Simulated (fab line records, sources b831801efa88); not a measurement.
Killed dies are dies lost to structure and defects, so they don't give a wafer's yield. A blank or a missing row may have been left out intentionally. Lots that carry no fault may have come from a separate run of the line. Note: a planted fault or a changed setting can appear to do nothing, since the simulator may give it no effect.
The tool behind it: which one? || flow sky130 || Sampling: 14 lots, 42 wafers, 3 of 708 route steps

== WHAT THE GAUGES READ, wafer by wafer ==
SKY_VIA3_THK_MEAS_01. Usual: for VIA3_HDPCVD_THK the level is 1642 nm and the standard deviation is 19.
{"lot": "L395", "measured": "day 38 13:08", "on": "film_metro-01", "VIA3_HDPCVD_THK (nm)": "1632 1663 1672", "flag": ""}
{"lot": "L396", "measured": "day 39 00:59", "on": "film_metro-01", "VIA3_HDPCVD_THK (nm)": "1662 1646 1647", "flag": ""}
{"lot": "L398", "measured": "day 40 01:19", "on": "film_metro-03", "VIA3_HDPCVD_THK (nm)": "1670 1637 1667", "flag": ""}
{"lot": "L400", "measured": "day 40 16:26", "on": "film_metro-03", "VIA3_HDPCVD_THK (nm)": "1638 1641 1594", "flag": ""}
{"lot": "L402", "measured": "day 41 01:31", "on": "film_metro-03", "VIA3_HDPCVD_THK (nm)": "1628 1621 1641", "flag": ""}
{"lot": "L404", "measured": "day 41 10:47", "on": "film_metro-03", "VIA3_HDPCVD_THK (nm)": "1650 1613 1643", "flag": ""}
{"lot": "L403", "measured": "day 41 11:43", "on": "film_metro-03", "VIA3_HDPCVD_THK (nm)": "1622 1648 1671", "flag": ""}
{"lot": "L405", "measured": "day 41 18:20", "on": "film_metro-02", "VIA3_HDPCVD_THK (nm)": "1682 1661 1637", "flag": ""}
{"lot": "L406", "measured": "day 42 02:50", "on": "film_metro-02", "VIA3_HDPCVD_THK (nm)": "1669 1629 1670", "flag": ""}
{"lot": "L407", "measured": "day 43 02:09", "on": "film_metro-02", "VIA3_HDPCVD_THK (nm)": "1643 1629 1625", "flag": ""}
{"lot": "L411", "measured": "day 43 14:56", "on": "film_metro-01", "VIA3_HDPCVD_THK (nm)": "1673 1658 1653", "flag": ""}
{"lot": "L412", "measured": "day 43 22:39", "on": "film_metro-01", "VIA3_HDPCVD_THK (nm)": "1623 1629 1623", "flag": ""}
{"lot": "L415", "measured": "day 44 11:16", "on": "film_metro-03", "VIA3_HDPCVD_THK (nm)": "1665 1668 1672", "flag": ""}
{"lot": "L417", "measured": "day 45 08:06", "on": "film_metro-02", "VIA3_HDPCVD_THK (nm)": "1643 1627 1645", "flag": ""}

SKY_METAL5_THK_MEAS_06: measures by xrf. Usual: for METAL5_ALCU_THK the level is 1159 nm and the standard deviation is 13.
{"lot": "L395", "measured": "day 42 20:27", "on": "film_metro-04", "METAL5_ALCU_THK (nm)": "1174 1151 1170", "flag": ""}
{"lot": "L396", "measured": "day 43 08:16", "on": "film_metro-04", "METAL5_ALCU_THK (nm)": "1157 1165 1152", "flag": ""}
{"lot": "L398", "measured": "day 44 05:55", "on": "film_metro-04", "METAL5_ALCU_THK (nm)": "1142 1139 1132", "flag": ""}
{"lot": "L400", "measured": "day 44 20:02", "on": "film_metro-02", "METAL5_ALCU_THK (nm)": "1170 1186 1177", "flag": ""}
{"lot": "L402", "measured": "day 45 03:27", "on": "film_metro-01", "METAL5_ALCU_THK (nm)": "1153 1159 1132", "flag": ""}
{"lot": "L404", "measured": "day 45 10:29", "on": "film_metro-01", "METAL5_ALCU_THK (nm)": "1157 1155 1154", "flag": ""}
{"lot": "L403", "measured": "day 45 11:06", "on": "film_metro-02", "METAL5_ALCU_THK (nm)": "1166 1159 1157", "flag": ""}
{"lot": "L405", "measured": "day 45 17:44", "on": "film_metro-01", "METAL5_ALCU_THK (nm)": "1159 1162 1181", "flag": ""}
{"lot": "L406", "measured": "day 46 01:45", "on": "film_metro-01", "METAL5_ALCU_THK (nm)": "1164 1156 1151", "flag": ""}
{"lot": "L407", "measured": "day 46 21:24", "on": "film_metro-02", "METAL5_ALCU_THK (nm)": "1168 1170 1168", "flag": ""}
{"lot": "L411", "measured": "day 47 09:23", "on": "film_metro-02", "METAL5_ALCU_THK (nm)": "1168 1156 1152", "flag": ""}
{"lot": "L412", "measured": "day 47 15:49", "on": "film_metro-01", "METAL5_ALCU_THK (nm)": "1183 1165 1183", "flag": ""}
{"lot": "L415", "measured": "day 48 04:14", "on": "film_metro-01", "METAL5_ALCU_THK (nm)": "1149 1166 1167", "flag": ""}
{"lot": "L417", "measured": "day 48 21:02", "on": "film_metro-04", "METAL5_ALCU_THK (nm)": "1176 1169 1158", "flag": ""}

== EACH LOT AND THE TOOL THAT RAN IT (in order: tool; ch and the chambers of the sampled wafers; start) ==
{"lot": "L395", "SKY_VIA3_ETCH_15": "rie_diel-02 ch 0,2, day 39 14:46"}
{"lot": "L396", "SKY_VIA3_ETCH_15": "rie_diel-03 ch 0,1,3, day 40 02:34"}
{"lot": "L398", "SKY_VIA3_ETCH_15": "rie_diel-02 ch 0,1,2, day 41 02:40"}
{"lot": "L400", "SKY_VIA3_ETCH_15": "rie_diel-02 ch 0,2,3, day 41 17:49"}
{"lot": "L402", "SKY_VIA3_ETCH_15": "rie_diel-02 ch 1,3, day 42 02:13"}
{"lot": "L404", "SKY_VIA3_ETCH_15": "rie_diel-03 ch 2,3, day 42 09:55"}
{"lot": "L403", "SKY_VIA3_ETCH_15": "rie_diel-04 ch 0,1, day 42 11:10"}
{"lot": "L405", "SKY_VIA3_ETCH_15": "rie_diel-02 ch 0,2, day 42 18:13"}
{"lot": "L406", "SKY_VIA3_ETCH_15": "rie_diel-04 ch 0,3, day 43 02:37"}
{"lot": "L407", "SKY_VIA3_ETCH_15": "rie_diel-04 ch 2,3, day 44 00:40"}
{"lot": "L411", "SKY_VIA3_ETCH_15": "rie_diel-03 ch 0,1, day 44 13:25"}
{"lot": "L412", "SKY_VIA3_ETCH_15": "rie_diel-02 ch 0,1,2, day 44 21:10"}
{"lot": "L415", "SKY_VIA3_ETCH_15": "rie_diel-03 ch 0,3, day 45 08:58"}
{"lot": "L417", "SKY_VIA3_ETCH_15": "rie_diel-03 ch 0,1,3, day 46 05:52"}
- SKY_VIA3_ETCH_15: etches SiO2 in C4F8/O2/Ar, stops on TiN, target depth 507 nm, time 78 s.

== WHAT THE TOOLS THEMSELVES READ (means of the sampled wafers that have a number; where no wafer has one, the mark that the record gives instead) ==
SKY_VIA3_ETCH_15. Usual: oes_product_au at 0.946 a.u., with a standard deviation of 0.0045.
{"lot": "L395", "tool": "rie_diel-02", "oes_product_au (a.u.)": 0.948, "flag": ""}
{"lot": "L396", "tool": "rie_diel-03", "oes_product_au (a.u.)": 0.947, "flag": ""}
{"lot": "L398", "tool": "rie_diel-02", "oes_product_au (a.u.)": 0.945, "flag": ""}
{"lot": "L400", "tool": "rie_diel-02", "oes_product_au (a.u.)": 0.946, "flag": ""}
{"lot": "L402", "tool": "rie_diel-02", "oes_product_au (a.u.)": 0.952, "flag": ""}
{"lot": "L404", "tool": "rie_diel-03", "oes_product_au (a.u.)": 0.946, "flag": ""}
{"lot": "L403", "tool": "rie_diel-04", "oes_product_au (a.u.)": 0.947, "flag": ""}
{"lot": "L405", "tool": "rie_diel-02", "oes_product_au (a.u.)": 0.949, "flag": ""}
{"lot": "L406", "tool": "rie_diel-04", "oes_product_au (a.u.)": 0.940, "flag": ""}
{"lot": "L407", "tool": "rie_diel-04", "oes_product_au (a.u.)": 0.945, "flag": ""}
{"lot": "L411", "tool": "rie_diel-03", "oes_product_au (a.u.)": 0.949, "flag": ""}
{"lot": "L412", "tool": "rie_diel-02", "oes_product_au (a.u.)": 0.943, "flag": ""}
{"lot": "L415", "tool": "rie_diel-03", "oes_product_au (a.u.)": 0.947, "flag": ""}
{"lot": "L417", "tool": "rie_diel-03", "oes_product_au (a.u.)": 0.947, "flag": ""}

== THE ANSWER, worked out from the rows above alone ==
Rule: a lot is off if the mean of its wafers that have a number lies more than 3 standard deviations from the usual mean. Also off: a lot with no number at a reading for which 4 or more lots have one. The other lots that the step has rows for count as sound. Order of review: gauges by route order, followed by the tools' own readings, for which a lot's mean as printed above is used. At the first step where some lot is off, the reading lying furthest off is the one used; lots without a number count as furthest.
No lot is off on any of the readings shown, so nothing can be concluded from this.

== WHAT HAD BEEN PUT IN BY THE SIMULATOR ==
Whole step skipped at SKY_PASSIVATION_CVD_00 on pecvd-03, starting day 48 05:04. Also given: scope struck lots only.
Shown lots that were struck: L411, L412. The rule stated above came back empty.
